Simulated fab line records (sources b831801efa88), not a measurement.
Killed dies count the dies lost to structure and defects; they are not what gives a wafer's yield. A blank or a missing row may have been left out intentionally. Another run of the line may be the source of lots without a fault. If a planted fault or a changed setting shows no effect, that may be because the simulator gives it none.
What tool caused it? + flow sky130 + 6 lots, 18 wafers sampled, at 2 steps of a route of 708

== WHAT THE GAUGES READ, wafer by wafer ==
SKY_VIA1_RS_MEAS_22: the measuring method here is four-point-probe.
| lot  | measured     | on            | VIA1_W_RS (ohm/sq)                  |
|------|--------------|---------------|-------------------------------------|
| L309 | day 34 15:55 | film_metro-01 | 0.431 0.432 0.435                   |
| L316 | day 36 06:08 | film_metro-01 | 0.419 0.423 0.423                   |
| L318 | day 37 01:41 | film_metro-02 | 0.425 0.777 0.790 0.424 0.777 0.788 |
| L327 | day 40 04:32 | film_metro-02 | 0.421 0.424 0.426                   |
| L328 | day 40 06:41 | film_metro-03 | 0.427 0.422 0.428                   |
| L331 | day 40 17:26 | film_metro-01 | 0.426 0.427 0.426                   |

== WHICH TOOL RAN EACH LOT (tool, then ch and the chambers of the sampled wafers, then the start) ==
| lot  | SKY_VIA1_CVD_21               |
|------|-------------------------------|
| L309 | cvd_w-01 ch 0,1, day 34 15:49 |
| L316 | cvd_w-01 ch 0, day 36 06:03   |
| L318 | cvd_w-02 ch 0,1, day 37 01:35 |
| L327 | cvd_w-02 ch 0,1, day 40 04:26 |
| L328 | cvd_w-02 ch 0,1, day 40 06:34 |
| L331 | cvd_w-02 ch 0,1, day 40 17:21 |
- SKY_VIA1_CVD_21: deposits W, target thk 270 nm, time 80.902 s.

== THE ANSWER, worked out from the rows above alone ==
Rule: usual is defined by the lots themselves. Put in order of their means at a reading, lots are off if they are a third of the lots or fewer, leave a main group of 4 or more, and stand apart from it by a gap of 3 or more times the standard deviation of the main group's means; of several such gaps the widest counts. A main group whose means are all the same, to the digits that the tables above print for the reading, isn't used. A lot without any number at a reading at which 4 lots or more have one is off too. The other lots that the step has rows for count as sound.
Off: at SKY_VIA1_RS_MEAS_22 (VIA1_W_RS), L318. For the main group the mean is 0.426 ohm/sq and the standard deviation 0.0037.
A tool fits if, at a process step before that reading, it ran every lot that is off, and no sound lot after the first of them. Gauges at SKY_VIA1_RS_MEAS_22: tried the same way as those tools. None of those tried fits.

== WHAT THE SIMULATOR HAD INSERTED ==
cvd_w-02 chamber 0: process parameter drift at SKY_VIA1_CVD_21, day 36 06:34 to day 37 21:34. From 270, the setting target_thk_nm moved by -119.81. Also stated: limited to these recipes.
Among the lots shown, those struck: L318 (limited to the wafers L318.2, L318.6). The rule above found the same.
